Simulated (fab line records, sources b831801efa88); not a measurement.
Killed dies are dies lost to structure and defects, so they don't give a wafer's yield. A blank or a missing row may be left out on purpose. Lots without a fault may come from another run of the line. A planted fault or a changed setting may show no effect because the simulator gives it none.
One fault seen from 2 desks | flow sky130 | each desk has only its own numbers; what lay behind them comes last

THE TOOL OWNER'S DESK: litho_track-04
The tool's own readings at SKY_POLY_CUT_DEHYDRATE_00 (time 60 s): means of the sampled wafers that have a number, for each lot that ran on this tool. A lot is out of limits, marked OUT, if its mean lies more than 4 standard deviations from the usual mean; the brackets give that distance.
Columns: A = heater_power_total_W at SKY_POLY_CUT_DEHYDRATE_00, usual 160.35 W; B = plate_temp_C at SKY_POLY_CUT_DEHYDRATE_00, usual 199.97 C
lot  | first seen here | A                | B
L498 | day 23 11:48    | 160.52           | 199.99
L499 | day 23 17:34    | 160.42           | 199.93
L505 | day 26 04:18    | 160.31           | 200.04
L508 | day 27 14:43    | 162.92 (+20) OUT | 202.36 (+15) OUT
L512 | day 28 18:09    | 162.89 (+20) OUT | 202.73 (+17) OUT
L520 | day 31 02:12    | 160.39           | 200.02
L521 | day 31 17:55    | 160.41           | 199.94
This desk's finding: out of limits on L508, L512; first on L508, day 27 14:43 (heater_power_total_W at SKY_POLY_CUT_DEHYDRATE_00). In limits: L498, L499, L505, L520, L521.

THE METROLOGY DESK
What the gauges read, lot by lot, whatever tool the lot ran on: means of the sampled wafers that have a number. A lot is out of limits, marked OUT, if its mean lies more than 4 standard deviations from the usual mean; the brackets give that distance.
Columns: A = SPACER_CVD_00_THK at SKY_SPACER_THK_MEAS_01, usual 42.9 nm; B = POLY_CUT_OVL at SKY_POLY_CUT_OVL_MEAS_09, usual 2 nm; C = SD_P_OVL at SKY_SD_P_OVL_MEAS_08, usual -0.1 nm
lot  | first seen here | A    | B  | C
L498 | day 22 20:43    | 42.7 | -1 | 1.1
L499 | day 23 02:43    | 43.2 | 1  | -0.3
L500 | day 23 19:10    | 42.8 | 4  | -0.2
L505 | day 25 14:20    | 42.8 | 0  | 2.2
L506 | day 26 04:24    | 43.1 | 0  | -1.3
L508 | day 27 01:43    | 42.9 | 3  | 0.4
L512 | day 28 04:14    | 43.5 | 3  | -2.4
L513 | day 28 14:49    | 42.6 | 6  | 2.2
L515 | day 29 04:01    | 43.1 | 1  | -0.1
L516 | day 29 10:23    | 43.1 | 4  | 0.3
L518 | day 29 17:14    | 43.0 | 2  | 0.0
L519 | day 29 23:13    | 43.1 | 4  | -1.6
L520 | day 30 13:20    | 42.4 | -1 | -0.3
L521 | day 31 04:57    | 42.4 | 4  | 0.7
This desk's finding: nothing out of limits on any of the 14 lots.

PUT TOGETHER
The tool owner's desk could have raised an alarm at day 27 14:43, on L508, L512.
The metrology desk saw nothing out of limits.
The metrology desk has L508, L512 on record, within its limits.
Of the lots named, all ran SKY_POLY_CUT_DEHYDRATE_00 on litho_track-04.

WHAT THE SIMULATOR HAD PUT IN
Process parameter drift: litho_track-04, from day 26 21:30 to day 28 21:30, at SKY_POLY_CUT_DEHYDRATE_00. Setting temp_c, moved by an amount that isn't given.
Lots struck among those shown: L508, L512.
Hours from the fault's start to each desk's first reading out of limits: the tool owner's desk, 17.
